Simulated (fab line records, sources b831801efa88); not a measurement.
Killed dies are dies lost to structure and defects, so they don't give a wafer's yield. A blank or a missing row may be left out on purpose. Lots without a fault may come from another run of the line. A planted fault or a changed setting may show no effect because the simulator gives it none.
fab line records | flow sky130
record lots=7 wafers=21 last_day=49
route steps=708 shown LDD_N@252 LDD_P@255 LDD_HVN@267 PAD_OPEN@708
lots that met no fault: from a run of the same line without faults
start_h: hours from the record's first day to the start of the lot's first wafer shown | wait_h: hours since the lot's step before | " the same as in the row above | L1.1+2: a row that stands for several wafers | - no value, or no start given | * or withheld: withheld | < > ~ a bound
route shown NAME@n: a module of which the file shows steps, and the number in the route of the first | usual: mean/standard deviation of fault-free wafers | same: alike in all rows | chamber/n: place in a boat | sites: the reading at each site | _std_site: their standard deviation | _edge_site: outer sites' mean less inner sites' | radius_mm: how far each site lies from the wafer's centre | mask NAME#n: copy n | behind: the tool/chamber that last shaped the wafer | hold: why the lot was held/for how many hours/how that ended | device: the transistor (n, p or np) that didn't switch | end of line: the same wafers' tests at the end of the route | a step without rows: its recipe alone | killed: dies lost to structure and defects at the first sort, not the wafer's yield | map: a wafer's dies, x killed, . not, _ none there
set.NAME: the setting as run; set.NAME@STEP: as run at that earlier step | model.NAME: the simulator's own value behind a step, which no gauge read
lots at some steps of the route; a table a step, a row a wafer
services: from which hour (start_h, from the record's first day; less than 0 if before it) a tool's chamber was out of use, for how many hours, and why
## steps
# step SKY_LDD_N_IMPLANT_15
# recipe species=BF2 energy_kev=50 dose_cm2=5e+12 tilt_deg=30 rotation_deg=270
# step SKY_LDD_N_STRIP_16
# recipe chemistry=O2/N2 power_w=1400 pressure_mtorr=1500 platen_temp_c=withheld o2_flow_sccm=3000 n2_flow_sccm=300 overash_fraction=0.5
# usual drypump_motor_current_A=5.9/0.46 oes_product_au=0.406/0.0046 strip_time_to_endpoint_s=4.320/0.016
# columns lot.wafer tool chamber start_h wait_h drypump_motor_current_A oes_product_au rf_hours_counter_h strip_time_to_endpoint_s
L395.1 plasma_asher-01 0 405.67 0.1 5.3 0.407 71 4.304
L395.4 " 1 " " 5.6 0.414 - 4.314
L395.5 " 1 " " 5.6 0.413 - 4.329
L402.1 plasma_asher-04 0 458.82 0.1 5.9 0.408 79 4.327
L402.4 " 1 " " 6.2 0.406 - 4.324
L402.5 " 1 " " 6.2 0.414 - 4.294
L401.1 plasma_asher-03 0 459.38 0.1 6.6 0.410 62 4.320
L401.5 " 0 " " 6.6 0.406 - 4.324
L401.6 " 1 " " 5.5 0.405 - 4.319
L406.1 plasma_asher-03 0 501.57 0.1 6.7 0.405 67 4.310
L406.5 " 0 " " 6.7 0.405 - 4.307
L406.6 " 1 " " 5.5 0.407 - 4.304
L410.1 plasma_asher-04 1 535.12 0.1 6.2 0.405 87 4.326
L410.3 " 1 " " 6.2 0.396 - 4.305
L410.5 " 1 " " 6.2 0.407 - 4.297
L411.3 plasma_asher-01 0 540.45 0.1 5.3 0.401 - 4.313
L411.5 " 0 " " 5.3 0.414 - 4.344
L411.6 " 1 " " 5.6 0.404 - 4.308
L412.1 plasma_asher-03 0 553.17 0.1 6.7 0.401 72 4.330
L412.3 " 1 " " 5.5 0.412 - 4.324
L412.5 " 0 " " 6.7 0.403 - 4.318
# step SKY_LDD_N_TW_MEAS_17
# usual LDD_N_TW=2587/17
# columns lot.wafer tool chamber start_h wait_h LDD_N_TW
L395.1 film_metro-03 - 405.77 0.1 2563
L395.4 " - " " 2552
L395.5 " - " " 2565
L402.1 film_metro-02 - 458.92 0.1 2594
L402.4 " - " " 2594
L402.5 " - " " 2587
L401.1 film_metro-03 - 459.48 0.1 2585
L401.5 " - " " 2591
L401.6 " - " " 2586
L406.1 film_metro-03 - 501.67 0.1 2596
L406.5 " - " " 2577
L406.6 " - " " 2590
L410.1 film_metro-02 - 535.22 0.1 2601
L410.3 " - " " 2605
L410.5 " - " " 2608
L411.3 film_metro-02 - 540.54 0.1 2602
L411.5 " - " " 2612
L411.6 " - " " 2609
L412.1 film_metro-02 - 553.27 0.1 2605
L412.3 " - " " 2603
L412.5 " - " " 2602
# step SKY_LDD_P_DEHYDRATE_00
# recipe temp_c=200 time_s=60
# step SKY_LDD_P_HMDS_01
# recipe prime_time_s=60 prime_temp_c=120
# step SKY_LDD_P_COAT_02
# recipe resist=NOVOLAK spin_rpm=3000 resist_thk_nm=1140
# step SKY_LDD_P_SOFTBAKE_03
# recipe temp_c=90 time_s=60 resist=NOVOLAK
# step SKY_LDD_P_EXPOSE_04
# recipe mask_id=PSDM na=0.6 source_shape=conventional sigma_outer=0.6 polarization=unpolarized target_cd_nm=380 dose_mj=138
# step SKY_LDD_P_PEB_05
# recipe temp_c=withheld time_s=* resist=NOVOLAK
# step SKY_LDD_P_DEVELOP_06
# recipe resist=NOVOLAK developer=TMAH develop_time_s=60 dev_temp_c=23
# step SKY_LDD_P_CD_MEAS_07
# recipe target_cd_nm=380
# usual cd_nm=381.0/2.8
# columns lot.wafer tool chamber start_h wait_h cd_nm
L395.1 cd_sem-02 - 435.63 0.1 377.8
L395.4 " - " " 379.9
L395.5 " - " " 380.6
L402.1 cd_sem-01 - 489.33 0.1 381.2
L402.4 " - " " 377.5
L402.5 " - " " 380.0
L401.1 cd_sem-01 - 490.63 0.1 387.4
L401.5 " - " " 384.3
L401.6 " - " " 385.9
L406.1 cd_sem-01 - 531.60 0.1 379.6
L406.5 " - " " 381.7
L406.6 " - " " 378.5
L410.1 cd_sem-01 - 564.88 0.1 376.4
L410.3 " - " " 378.9
L410.5 " - " " 381.6
L411.3 cd_sem-02 - 570.44 0.1 374.5
L411.5 " - " " 378.1
L411.6 " - " " 378.0
L412.1 cd_sem-01 - 583.15 0.1 376.2
L412.3 " - " " 379.0
L412.5 " - " " 379.7
# step SKY_LDD_P_OVL_MEAS_08
# usual LDD_P_OVL=-0.8/1.3
# columns lot.wafer tool chamber start_h wait_h LDD_P_OVL[nm]
L395.1 overlay-02 - 435.75 0.1 -3.1
L395.4 " - " " -1.7
L395.5 " - " " -0.3
L402.1 overlay-01 - 489.45 0.1 -1.3
L402.4 " - " " -0.7
L402.5 " - " " -3.2
L401.1 overlay-01 - 490.75 0.1 1.8
L401.5 " - " " -0.9
L401.6 " - " " -1.3
L406.1 overlay-01 - 531.72 0.1 -2.8
L406.5 " - " " -1.0
L406.6 " - " " -0.5
L410.1 overlay-01 - 565.00 0.1 -0.7
L410.3 " - " " 1.1
L410.5 " - " " -0.7
L411.3 overlay-02 - 570.53 0.1 -1.5
L411.5 " - " " -0.6
L411.6 " - " " -0.3
L412.1 overlay-02 - 583.27 0.1 -1.2
L412.3 " - " " -2.2
L412.5 " - " " -1.7
# step SKY_LDD_P_IMPLANT_09
# recipe species=BF2 energy_kev=25 dose_cm2=1e+13 tilt_deg=withheld
# usual implant_ion_amu=49/0
# columns lot.wafer tool chamber start_h wait_h implant_ion_amu model.implant.rp_nm model.implant.drp_nm
L395.1 implanter-04 0 435.79 0.0 49 20.74 11.41
L395.4 " 0 " " 49 20.74 11.41
L395.5 " 0 " " 49 20.74 11.41
L402.1 implanter-04 0 489.49 0.0 49 19.85 11.41
L402.4 " 0 " " 49 19.85 11.41
L402.5 " 0 " " 49 19.85 11.41
L401.1 implanter-02 0 490.79 0.0 49 20.94 11.41
L401.5 " 0 " " 49 20.94 11.41
L401.6 " 0 " " 49 20.94 11.41
L406.1 implanter-03 0 531.75 0.0 49 20.78 11.41
L406.5 " 0 " " 49 20.78 11.41
L406.6 " 0 " " 49 20.78 11.41
L410.1 implanter-03 0 565.03 0.0 11 80.04 35.62
L410.3 " 0 " " 11 80.04 35.62
L410.5 " 0 " " 11 80.04 35.62
L411.3 implanter-04 0 570.60 0.1 11 81.73 35.62
L411.5 " 0 " " 11 81.73 35.62
L411.6 " 0 " " 11 81.73 35.62
L412.1 implanter-02 0 583.30 0.0 11 83.21 35.62
L412.3 " 0 " " 11 83.21 35.62
L412.5 " 0 " " 11 83.21 35.62
# step SKY_LDD_P_STRIP_10
# recipe chemistry=O2/N2 power_w=1400 pressure_mtorr=1500 platen_temp_c=withheld o2_flow_sccm=3000 n2_flow_sccm=300 overash_fraction=0.5
# usual drypump_motor_current_A=5.8/0.51 oes_product_au=0.716/0.0042 strip_time_to_endpoint_s=14.19/0.043
# columns lot.wafer tool chamber start_h wait_h drypump_motor_current_A oes_product_au rf_hours_counter_h strip_time_to_endpoint_s
L395.1 plasma_asher-01 1 435.94 0.1 5.6 0.717 0 14.20
L395.4 " 1 " " 5.6 0.722 - 14.21
L395.5 " 1 " " 5.6 0.721 - 14.18
L402.1 plasma_asher-03 1 489.64 0.1 5.5 0.725 65 14.26
L402.4 " 1 " " 5.5 0.713 - 14.26
L402.5 " 0 " " 6.7 0.721 - 14.29
L401.1 plasma_asher-03 0 490.94 0.1 6.7 0.718 66 14.16
L401.5 " 1 " " 5.5 0.717 - 14.21
L401.6 " 0 " " 6.7 0.718 - 14.17
L406.1 plasma_asher-01 1 531.90 0.1 5.6 0.717 9 14.17
L406.5 " 0 " " 5.3 0.717 - 14.14
L406.6 " 1 " " 5.6 0.716 - 14.16
L410.1 plasma_asher-02 0 565.18 0.1 5.3 0.707 40 14.21
L410.3 " 0 " " 5.3 0.712 - 14.20
L410.5 " 1 " " 5.7 0.715 - 14.21
L411.3 plasma_asher-03 1 570.74 0.1 5.5 0.715 - 14.20
L411.5 " 0 " " 6.7 0.717 - 14.18
L411.6 " 1 " " 5.5 0.717 - 14.14
L412.1 plasma_asher-02 1 583.45 0.1 5.7 0.725 42 14.14
L412.3 " 0 " " 5.3 0.721 - 14.14
L412.5 " 0 " " 5.3 0.716 - 14.10
# step SKY_LDD_P_TW_MEAS_11
# usual LDD_P_TW=640/5.6
# columns lot.wafer tool chamber start_h wait_h LDD_P_TW
L395.1 film_metro-01 - 436.04 0.1 640
L395.4 " - " " 642
L395.5 " - " " 638
L402.1 film_metro-01 - 489.74 0.1 638
L402.4 " - " " 644
L402.5 " - " " 642
L401.1 film_metro-01 - 491.04 0.1 643
L401.5 " - " " 645
L401.6 " - " " 644
L406.1 film_metro-04 - 532.00 0.1 641
L406.5 " - " " 637
L406.6 " - " " 638
L410.1 film_metro-01 - 565.28 0.1 409
L410.3 " - " " 405
L410.5 " - " " 407
L411.3 film_metro-01 - 570.82 0.1 404
L411.5 " - " " 408
L411.6 " - " " 409
L412.1 film_metro-01 - 583.55 0.1 410
L412.3 " - " " 408
L412.5 " - " " 408
# step SKY_LDD_HVN_DEHYDRATE_00
# recipe temp_c=200 time_s=60
# step SKY_PAD_OPEN_PROBE_99
# usual killed_at_M0_to_M3=43/7 killed_at_M4_up=3.1/2 killed_at_contacts=24/5.3 killed_at_front_end=15/4.2 killed_at_other=0.4/0.66 killed_dies=86/9.5 killed_open=47/7.4 killed_short=38/6.2
# same gross_dies=492 killed_at_back_side=0
# columns lot.wafer tool chamber start_h wait_h killed_at_M0_to_M3 killed_at_M4_up killed_at_contacts killed_at_front_end killed_at_other killed_dies killed_open killed_short model.etest.tip_p.rs_ohm_sq model.etest.pfet_g5v0d10v5.r_on_ohm_um model.etest.pfet_01v8.r_on_ohm_um model.etest.pfet_01v8.drive_ua_um model.etest.pfet_01v8_lvt.drive_ua_um model.etest.pfet_g5v0d10v5.drive_ua_um model.etest.pfet_01v8_hvt.drive_ua_um model.etest.pfet_01v8_mvt.drive_ua_um
L395.1 prober-01 - 1074.77 0.1 51 4 24 18 0 97 59 38 6911 4782 2995 186.5 168.3 338.1 137.4 147.4
L395.4 prober-01 - 1074.92 0.2 47 4 32 9 0 92 58 34 6926 4814 3016 181 167.1 338.6 136.6 145.8
L395.5 prober-01 - 1074.97 0.2 36 2 19 14 1 72 46 26 6983 4758 3011 182.9 168.8 340.6 137.6 145.9
L402.1 prober-01 - 1113.94 0.1 32 2 19 10 0 63 30 33 6909 4766 2869 192.6 170.9 338.6 142.9 150.8
L402.4 prober-01 - 1114.09 0.2 41 1 33 7 0 82 51 31 6969 4860 2880 191.7 169.7 333.7 142.8 150.7
L402.5 prober-01 - 1114.14 0.2 48 3 22 12 0 85 41 42 6868 4871 2901 194 172.7 331.8 144.9 150.1
L401.1 prober-02 - 1115.89 0.1 58 4 28 17 0 107 53 54 6801 4687 2862 197.2 173.4 348.8 145.8 154.5
L401.5 prober-02 - 1116.09 0.2 42 9 19 7 1 78 38 40 6804 4689 2859 195.8 173.7 346 146 154.3
L401.6 prober-02 - 1116.14 0.2 62 5 20 13 0 100 57 43 6759 4608 2857 199 176.3 350.1 148.3 157.7
L406.1 prober-02 - 1139.55 0.1 40 1 25 16 0 82 49 33 6784 4757 2858 194.8 175.5 341.2 145.6 153.8
L406.5 prober-02 - 1139.75 0.2 47 4 29 19 0 99 52 47 6779 4796 2844 195.1 175.1 337.8 146.2 154.5
L406.6 prober-02 - 1139.80 0.2 43 3 31 15 1 93 51 42 6850 4750 2839 197.2 176.6 343.4 146.1 154.9
L410.1 prober-01 - 1160.64 0.1 47 2 26 7 0 82 41 41 6500 4642 2675 230.3 196.9 352.9 165 169
L410.3 prober-01 - 1160.74 0.2 46 4 16 13 0 79 38 41 6484 4559 2709 223.3 195.5 362.3 161.3 168.2
L410.5 prober-01 - 1160.84 0.2 30 3 24 18 0 75 42 33 6450 4688 2751 223.6 192.2 345.1 160.3 165
L411.3 prober-02 - 1162.13 0.2 44 1 24 20 0 89 47 42 6416 4539 2717 223.9 199.1 362 160 169.9
L411.5 prober-02 - 1162.23 0.2 42 0 36 15 1 94 49 44 6382 4526 2759 224.2 197.8 364.9 160.9 168.9
L411.6 prober-02 - 1162.28 0.2 46 1 29 18 1 95 54 40 6331 4486 2713 226.8 199.5 363.6 163.7 169.8
L412.1 prober-01 - 1172.35 0.1 36 3 26 20 0 85 53 32 6370 4510 2670 232 201 366.7 165.6 173.4
L412.3 prober-01 - 1172.45 0.2 53 1 22 15 0 91 45 46 6317 4490 2649 233.8 202.1 370.9 167 175.1
L412.5 prober-01 - 1172.55 0.2 49 2 21 16 0 88 49 39 6293 4468 2642 234.2 201.1 370.8 166.4 174.7
# killed by level:class
L395.1 VIA1:geometric_particle:open=16 LI_CONTACT:geometric_particle:open=8 CONTACT:geometric_particle:open=8 FIELD_ISO:geometric_particle:open=7 METAL1:geometric_particle:short=6 VIA2:geometric_particle:open=6 VIA3:geometric_particle:open=5 POLY_GATE:geometric_particle:open=4
L395.4 CONTACT:geometric_particle:open=13 LI_CONTACT:geometric_particle:open=9 VIA2:geometric_particle:open=9 VIA3:geometric_particle:open=7 VIA1:geometric_particle:short=7 VIA1:geometric_particle:open=7 METAL2:geometric_particle:short=6 LOCAL_INTERCONNECT:geometric_particle:short=4
L395.5 VIA1:geometric_particle:open=14 LI_CONTACT:geometric_particle:open=12 VIA2:geometric_particle:open=6 FIELD_ISO:geometric_particle:short=5 LOCAL_INTERCONNECT:geometric_particle:short=5 VIA3:geometric_particle:open=5 METAL2:geometric_particle:short=4 FIELD_ISO:geometric_particle:open=3
L402.1 METAL2:geometric_particle:short=9 CONTACT:geometric_particle:open=7 VIA1:geometric_particle:open=7 LI_CONTACT:geometric_particle:open=5 LI_CONTACT:geometric_particle:short=4 VIA2:geometric_particle:open=4 METAL3:geometric_particle:short=4 FIELD_ISO:geometric_particle:short=3
L402.4 VIA1:geometric_particle:open=12 CONTACT:geometric_particle:open=11 LI_CONTACT:geometric_particle:open=8 METAL2:geometric_particle:short=8 LI_CONTACT:geometric_particle:short=5 CONTACT:geometric_particle:short=5 METAL1:geometric_particle:short=5 VIA3:geometric_particle:open=5
L402.5 VIA1:geometric_particle:open=14 LI_CONTACT:geometric_particle:open=10 METAL1:geometric_particle:short=7 VIA1:geometric_particle:short=7 VIA2:geometric_particle:open=6 LOCAL_INTERCONNECT:geometric_particle:short=5 VIA3:geometric_particle:open=4 CONTACT:geometric_particle:short=4
L401.1 METAL1:geometric_particle:short=11 CONTACT:geometric_particle:open=9 VIA2:geometric_particle:open=9 VIA1:geometric_particle:open=8 VIA1:geometric_particle:short=7 LOCAL_INTERCONNECT:geometric_particle:short=6 LI_CONTACT:geometric_particle:open=6 FIELD_ISO:geometric_particle:open=5
L401.5 VIA2:geometric_particle:open=9 VIA1:geometric_particle:open=8 METAL4:geometric_particle:short=7 METAL2:geometric_particle:short=6 VIA3:geometric_particle:open=5 LI_CONTACT:geometric_particle:short=5 LI_CONTACT:geometric_particle:open=5 VIA1:geometric_particle:short=5
L401.6 VIA3:geometric_particle:open=13 VIA1:geometric_particle:open=10 VIA2:geometric_particle:open=9 CONTACT:geometric_particle:open=9 FIELD_ISO:geometric_particle:open=7 METAL2:geometric_particle:short=7 METAL1:geometric_particle:short=6 VIA1:geometric_particle:short=6
L406.1 CONTACT:geometric_particle:open=10 VIA3:geometric_particle:open=8 VIA2:geometric_particle:open=8 FIELD_ISO:geometric_particle:open=6 CONTACT:geometric_particle:short=6 VIA1:geometric_particle:open=6 VIA3:geometric_particle:short=5 FIELD_ISO:geometric_particle:short=4
L406.5 METAL2:geometric_particle:short=13 LI_CONTACT:geometric_particle:open=9 CONTACT:geometric_particle:open=9 VIA1:geometric_particle:open=9 CONTACT:geometric_particle:short=8 VIA2:geometric_particle:open=8 POLY_GATE:geometric_particle:short=5 FIELD_ISO:geometric_particle:open=4
L406.6 METAL1:geometric_particle:short=11 CONTACT:geometric_particle:open=9 VIA1:geometric_particle:open=9 LI_CONTACT:geometric_particle:open=8 LOCAL_INTERCONNECT:geometric_particle:short=7 VIA3:geometric_particle:open=6 FIELD_ISO:geometric_particle:open=5 POLY_GATE:geometric_particle:open=4
L410.1 LI_CONTACT:geometric_particle:open=10 VIA1:geometric_particle:open=10 VIA1:geometric_particle:short=8 VIA3:geometric_particle:open=8 CONTACT:geometric_particle:open=6 CONTACT:geometric_particle:short=6 VIA3:geometric_particle:short=5 METAL2:geometric_particle:short=5
L410.3 VIA1:geometric_particle:short=8 VIA2:geometric_particle:open=7 VIA3:geometric_particle:open=6 CONTACT:geometric_particle:open=6 LI_CONTACT:geometric_particle:open=5 METAL1:geometric_particle:short=5 VIA3:geometric_particle:short=5 FIELD_ISO:geometric_particle:short=4
L410.5 CONTACT:geometric_particle:open=11 VIA2:geometric_particle:open=8 FIELD_ISO:geometric_particle:short=7 LI_CONTACT:geometric_particle:open=5 VIA1:geometric_particle:open=5 LOCAL_INTERCONNECT:geometric_particle:short=4 VIA3:geometric_particle:open=4 SPACER:geometric_particle:short=3
L411.3 VIA2:geometric_particle:open=9 FIELD_ISO:geometric_particle:open=7 CONTACT:geometric_particle:open=7 METAL1:geometric_particle:short=7 VIA1:geometric_particle:open=6 POLY_GATE:geometric_particle:open=6 VIA1:geometric_particle:short=6 LI_CONTACT:geometric_particle:open=5
L411.5 CONTACT:geometric_particle:open=10 VIA2:geometric_particle:open=10 LI_CONTACT:geometric_particle:open=9 CONTACT:geometric_particle:short=8 VIA3:geometric_particle:open=5 FIELD_ISO:geometric_particle:open=5 LOCAL_INTERCONNECT:geometric_particle:short=5 VIA1:geometric_particle:open=5
L411.6 VIA1:geometric_particle:open=15 CONTACT:geometric_particle:open=9 FIELD_ISO:geometric_particle:short=8 LI_CONTACT:geometric_particle:open=8 FIELD_ISO:geometric_particle:open=6 LOCAL_INTERCONNECT:geometric_particle:short=5 METAL2:geometric_particle:short=5 VIA3:geometric_particle:open=5
L412.1 VIA1:geometric_particle:open=16 LI_CONTACT:geometric_particle:open=12 FIELD_ISO:geometric_particle:open=7 CONTACT:geometric_particle:open=7 LOCAL_INTERCONNECT:geometric_particle:short=5 VIA1:geometric_particle:short=5 FIELD_ISO:geometric_particle:short=3 POLY_GATE:geometric_particle:short=3
L412.3 VIA1:geometric_particle:open=10 VIA2:geometric_particle:open=9 METAL3:geometric_particle:short=8 LI_CONTACT:geometric_particle:open=7 CONTACT:geometric_particle:short=7 METAL1:geometric_particle:short=7 VIA3:geometric_particle:short=5 VIA3:geometric_particle:open=5
L412.5 VIA1:geometric_particle:open=15 FIELD_ISO:geometric_particle:open=8 LI_CONTACT:geometric_particle:open=8 CONTACT:geometric_particle:open=8 METAL1:geometric_particle:short=7 VIA1:geometric_particle:short=6 METAL2:geometric_particle:short=6 VIA2:geometric_particle:open=6
## services
# columns tool chamber start_h hours kind
implanter-03 - 406.73 11.7 pm
plasma_asher-01 - 421.25 9.0 pm
plasma_asher-01 0 421.25 9.0 vent_cycle
plasma_asher-01 1 421.25 9.0 vent_cycle
plasma_asher-01 0 430.25 - clean
plasma_asher-01 1 430.25 - clean
implanter-03 - 459.02 6.3 repair
plasma_asher-04 - 459.88 1.3 repair
plasma_asher-01 - 480.96 14.6 pm
implanter-03 - 488.87 6.2 repair
implanter-04 - 495.68 4.4 pm
implanter-04 - 512.76 3.7 pm
plasma_asher-04 - 512.98 0.6 repair
plasma_asher-02 - 523.35 11.1 repair
implanter-03 - 532.85 2.6 repair
implanter-02 - 533.45 1.0 repair
plasma_asher-03 - 569.07 1.4 repair
plasma_asher-02 - 578.45 1.5 repair
## key
first_sign step=SKY_LDD_P_IMPLANT_09 reading=implant_ion_amu direction=down sigmas=99+ usual=49 struck=11
effect step=SKY_LDD_P_TW_MEAS_11 reading=LDD_P_TW direction=down sigmas=42 usual=640 struck=407
model_effect step=SKY_LDD_P_IMPLANT_09 value=implant.rp_nm without=20.6 struck=81.66
model_effect step=SKY_PAD_OPEN_PROBE_99 value=etest.tip_p.rs_ohm_sq without=6872 struck=6394
met_at SKY_LDD_P_IMPLANT_09
struck_wafers L410.1,L410.3,L410.5,L411.3,L411.5,L411.6,L412.1,L412.3,L412.5
tester_left_out L410,L411,L412
onset_between 531.75 565.03
fault kind=wrong_recipe_download tool=implanter-02,implanter-03,implanter-04 chamber=- onset_h=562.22 steps=SKY_LDD_P_IMPLANT_09 wrong_recipe.not_listed=1
# tester_left_out: of these lots the tester's yield and bins aren't shown, on N5 and GAA mostly nor the transistor test; their killed dies are dies lost to structure and defects alone, not to doping, threshold or leakage, so they don't give the yield
